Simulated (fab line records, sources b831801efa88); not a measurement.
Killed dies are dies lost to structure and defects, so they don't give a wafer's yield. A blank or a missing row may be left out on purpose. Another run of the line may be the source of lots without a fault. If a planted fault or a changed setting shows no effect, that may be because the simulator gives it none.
Which of the tools did it? + flow gf180mcu + 13 lots with 39 wafers sampled at 6 steps, on a route of 602 steps

== WHAT THE GAUGES READ, wafer by wafer ==
GF_STI_THK_MEAS_02. Usual: STI_OXIDATION_THK gives 9.94 nm (standard deviation 0.21).
| lot  | measured    | on            | STI_OXIDATION_THK (nm) | flag |
|------|-------------|---------------|------------------------|------|
| L650 | day 1 12:14 | film-metro-02 | 10.18 10.20 10.13      |      |
| L651 | day 1 17:43 | film-metro-04 | 9.89 9.91 10.02        |      |
| L652 | day 1 22:57 | film-metro-03 | 9.61 9.49 9.71         |      |
| L653 | day 2 02:49 | film-metro-03 | 9.92 10.09 9.98        |      |
| L654 | day 2 07:49 | film-metro-03 | 9.56 9.58 9.76         |      |
| L656 | day 2 17:56 | film-metro-02 | 10.04 9.95 10.01       |      |
| L657 | day 2 22:31 | film-metro-03 | 9.63 9.68 9.60         |      |
| L661 | day 3 18:31 | film-metro-03 | 9.99 9.84 9.72         |      |
| L664 | day 4 11:01 | film-metro-04 | 10.07 10.20 10.05      |      |
| L667 | day 5 00:44 | film-metro-03 | 10.19 9.94 10.16       |      |
| L669 | day 5 10:31 | film-metro-04 | 10.04 10.19 9.93       |      |
| L670 | day 5 17:14 | film-metro-04 | 9.71 9.88 9.82         |      |
| L672 | day 6 01:31 | film-metro-03 | 10.15 10.01 10.10      |      |

GF_NWELL_OVL_MEAS_07. Usual: NWELL_OVL gives 0.2 nm (standard deviation 1.5).
| lot  | measured    | on         | NWELL_OVL (nm) | flag |
|------|-------------|------------|----------------|------|
| L650 | day 3 07:10 | overlay-01 | -0.8 0.2 1.1   |      |
| L651 | day 3 12:47 | overlay-01 | 1.1 -0.4 1.0   |      |
| L652 | day 3 18:58 | overlay-01 | 1.6 -1.0 0.5   |      |
| L653 | day 4 00:04 | overlay-02 | -0.7 1.4 -0.7  |      |
| L654 | day 4 03:40 | overlay-02 | -1.0 -1.1 -0.4 |      |
| L656 | day 4 17:16 | overlay-02 | -1.2 1.5 1.0   |      |
| L657 | day 4 20:21 | overlay-02 | -0.2 -0.5 0.9  |      |
| L661 | day 5 19:27 | overlay-01 | 1.1 2.5 1.4    |      |
| L664 | day 6 11:43 | overlay-01 | 3.1 1.5 2.8    |      |
| L667 | day 7 05:33 | overlay-01 | 0.3 0.3 1.8    |      |
| L669 | day 7 14:22 | overlay-02 | 0.8 0.4 -0.5   |      |
| L670 | day 7 23:10 | overlay-01 | -2.6 0.7 1.0   |      |
| L672 | day 8 07:40 | overlay-02 | 1.7 1.4 1.6    |      |

GF_LVPWELL_TW_MEAS_11. Usual: LVPWELL_TW gives 555 (standard deviation 3.3).
| lot  | measured    | on            | LVPWELL_TW  | flag |
|------|-------------|---------------|-------------|------|
| L650 | day 3 21:09 | film-metro-01 | 557 561 558 |      |
| L651 | day 4 02:49 | film-metro-03 | 552 550 554 |      |
| L652 | day 4 08:53 | film-metro-03 | 552 555 554 |      |
| L653 | day 4 13:41 | film-metro-03 | 549 549 550 |      |
| L654 | day 4 18:39 | film-metro-02 | 552 552 552 |      |
| L656 | day 5 08:06 | film-metro-01 | 557 558 561 |      |
| L657 | day 5 11:23 | film-metro-03 | 556 555 555 |      |
| L661 | day 6 11:35 | film-metro-03 | 601 605 609 | OFF  |
| L664 | day 7 03:52 | film-metro-01 | 613 612 613 | OFF  |
| L667 | day 7 21:41 | film-metro-02 | 560 559 561 |      |
| L669 | day 8 06:48 | film-metro-02 | 550 549 554 |      |
| L670 | day 8 16:12 | film-metro-01 | 560 558 558 |      |
| L672 | day 9 00:59 | film-metro-02 | 558 556 555 |      |

GF_VT_IMPLANT_RS_MEAS_48: the measuring method here is four-point-probe. Usual: LVPWELL_RS gives 1196 ohm/sq (standard deviation 3.5).
| lot  | measured     | on            | LVPWELL_RS (ohm/sq) | flag |
|------|--------------|---------------|---------------------|------|
| L650 | day 7 12:44  | film-metro-01 | 1198 1199 1196      |      |
| L651 | day 7 19:41  | film-metro-01 | 1199 1196 1201      |      |
| L652 | day 8 02:04  | film-metro-02 | 1195 1189 1193      |      |
| L653 | day 8 08:41  | film-metro-01 | 1195 1200 1202      |      |
| L654 | day 8 15:46  | film-metro-02 | 1199 1195 1200      |      |
| L656 | day 9 07:15  | film-metro-01 | 1188 1190 1191      |      |
| L657 | day 9 10:26  | film-metro-01 | 1193 1193 1194      |      |
| L661 | day 10 13:59 | film-metro-01 | 1429 1432 1429      | OFF  |
| L664 | day 11 10:05 | film-metro-03 | 1432 1430 1427      | OFF  |
| L667 | day 12 07:51 | film-metro-02 | 1198 1200 1202      |      |
| L669 | day 12 20:19 | film-metro-03 | 1197 1198 1197      |      |
| L670 | day 13 08:06 | film-metro-03 | 1191 1190 1190      |      |
| L672 | day 13 17:31 | film-metro-01 | 1189 1189 1192      |      |

== WHAT TOOL EACH LOT RAN ON (gives the tool, then ch and the chambers of the sampled wafers, and finally the start) ==
| lot  | GF_LVPWELL_IMPLANT_08          | GF_VT_IMPLANT_STRIP_09               |
|------|--------------------------------|--------------------------------------|
| L650 | implanter-03 ch 0, day 3 20:47 | plasma-asher-03 ch 0,1, day 5 15:38  |
| L651 | implanter-04 ch 0, day 4 02:26 | plasma-asher-03 ch 0,1, day 5 21:31  |
| L652 | implanter-03 ch 0, day 4 08:31 | plasma-asher-02 ch 0, day 6 03:17    |
| L653 | implanter-04 ch 0, day 4 13:17 | plasma-asher-03 ch 0,1, day 6 09:05  |
| L654 | implanter-01 ch 0, day 4 18:16 | plasma-asher-04 ch 0,1, day 6 15:08  |
| L656 | implanter-01 ch 0, day 5 07:42 | plasma-asher-04 ch 0, day 7 05:56    |
| L657 | implanter-01 ch 0, day 5 10:59 | plasma-asher-02 ch 0,1, day 7 08:39  |
| L661 | implanter-01 ch 0, day 6 11:11 | plasma-asher-04 ch 0,1, day 8 10:20  |
| L664 | implanter-01 ch 0, day 7 03:30 | plasma-asher-02 ch 0,1, day 9 03:49  |
| L667 | implanter-04 ch 0, day 7 21:17 | plasma-asher-02 ch 0,1, day 10 00:27 |
| L669 | implanter-03 ch 0, day 8 06:25 | plasma-asher-04 ch 0,1, day 10 10:08 |
| L670 | implanter-04 ch 0, day 8 15:48 | plasma-asher-04 ch 1, day 10 21:11   |
| L672 | implanter-04 ch 0, day 9 00:36 | plasma-asher-02 ch 0,1, day 11 06:03 |
- GF_LVPWELL_IMPLANT_08
- GF_VT_IMPLANT_STRIP_09: strips in O2/N2.

== AS READ BY THE TOOLS THEMSELVES (means over the sampled wafers that have a number; for cases with no such wafer, the mark the record gives instead) ==
GF_LVPWELL_IMPLANT_08. Usual: tilt-deg 0.002 degrees, standard deviation 0.022.
| lot  | tool         | tilt-deg (degrees) | flag |
|------|--------------|--------------------|------|
| L650 | implanter-03 | 0.008              |      |
| L651 | implanter-04 | -0.006             |      |
| L652 | implanter-03 | -0.024             |      |
| L653 | implanter-04 | -0.005             |      |
| L654 | implanter-01 | 0.013              |      |
| L656 | implanter-01 | -0.012             |      |
| L657 | implanter-01 | 0.000              |      |
| L661 | implanter-01 | 6.654              | OFF  |
| L664 | implanter-01 | 6.641              | OFF  |
| L667 | implanter-04 | -0.008             |      |
| L669 | implanter-03 | -0.013             |      |
| L670 | implanter-04 | 0.011              |      |
| L672 | implanter-04 | 0.018              |      |

GF_VT_IMPLANT_STRIP_09. Usual: drypump-motor-current-A 5.85 A, standard deviation 0.25; heater-power-w 331 W, standard deviation 30; oes-product-au 0.716 a.u., standard deviation 0.0047; strip-time-to-endpoint-s 12.63 s, standard deviation 0.035.
| lot  | tool            | drypump-motor-current-A (A) | heater-power-w (W) | oes-product-au (a.u.) | strip-time-to-endpoint-s (s) | flag |
|------|-----------------|-----------------------------|--------------------|-----------------------|------------------------------|------|
| L650 | plasma-asher-03 | 5.96                        | 284                | 0.713                 | 12.59                        |      |
| L651 | plasma-asher-03 | 5.97                        | 291                | 0.714                 | 12.65                        |      |
| L652 | plasma-asher-02 | 5.72                        | 350                | 0.716                 | 12.70                        |      |
| L653 | plasma-asher-03 | 5.70                        | 298                | 0.718                 | 12.70                        |      |
| L654 | plasma-asher-04 | 5.83                        | 338                | 0.713                 | 12.63                        |      |
| L656 | plasma-asher-04 | 5.98                        | 359                | 0.716                 | 12.60                        |      |
| L657 | plasma-asher-02 | 5.86                        | 360                | 0.720                 | 12.66                        |      |
| L661 | plasma-asher-04 | 5.81                        | 336                | 0.720                 | 12.65                        |      |
| L664 | plasma-asher-02 | 5.81                        | 352                | 0.716                 | 12.66                        |      |
| L667 | plasma-asher-02 | 5.89                        | 351                | 0.714                 | 12.61                        |      |
| L669 | plasma-asher-04 | 5.89                        | 348                | 0.712                 | 12.62                        |      |
| L670 | plasma-asher-04 | 5.72                        | 324                | 0.714                 | 12.62                        |      |
| L672 | plasma-asher-02 | 5.81                        | 352                | 0.717                 | 12.65                        |      |

== THE ANSWER, worked out from the rows above alone ==
Rule: a lot is off if the mean of its wafers that have a number lies more than 3 standard deviations from the usual mean. A lot without any number at a reading at which 4 lots or more have one is off too. Where the step has rows for the other lots, those lots are counted as sound. The gauges are gone through in route order, then the tools' own readings, and for those a lot's mean is taken as printed above. At the first step where some lot is off, the reading lying furthest off is the one used; lots without a number count as furthest.
Off: L661, L664, seen at GF_LVPWELL_TW_MEAS_11 (LVPWELL_TW).
A tool fits if, at a process step before that reading, it ran every lot that is off, and no sound lot after the first of them. The gauges at GF_LVPWELL_TW_MEAS_11 aren't tried: what is off there is off at GF_LVPWELL_IMPLANT_08 too, on other tools, and a gauge's error can't cause that. One fits: GF_LVPWELL_IMPLANT_08 on implanter-01. Its last sound lot is L657 (day 5 10:59), its first lot that is off L661 (day 6 11:11): a fault that began between those two fits.
The tool's own readings at GF_LVPWELL_IMPLANT_08 bear it out: on the lots that are off they differ by more than 5 times the standard deviation of the sound lots' means. tilt-deg reads 6.647 degrees there against -0.002 degrees on the sound lots.

== WHAT HAD BEEN PUT IN BY THE SIMULATOR ==
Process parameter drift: implanter-01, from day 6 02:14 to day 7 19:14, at GF_LVPWELL_IMPLANT_08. The setting tilt-deg was moved by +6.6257, starting from 0. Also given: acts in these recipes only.
Struck lots among those shown: L661, L664. The rule above found the same.
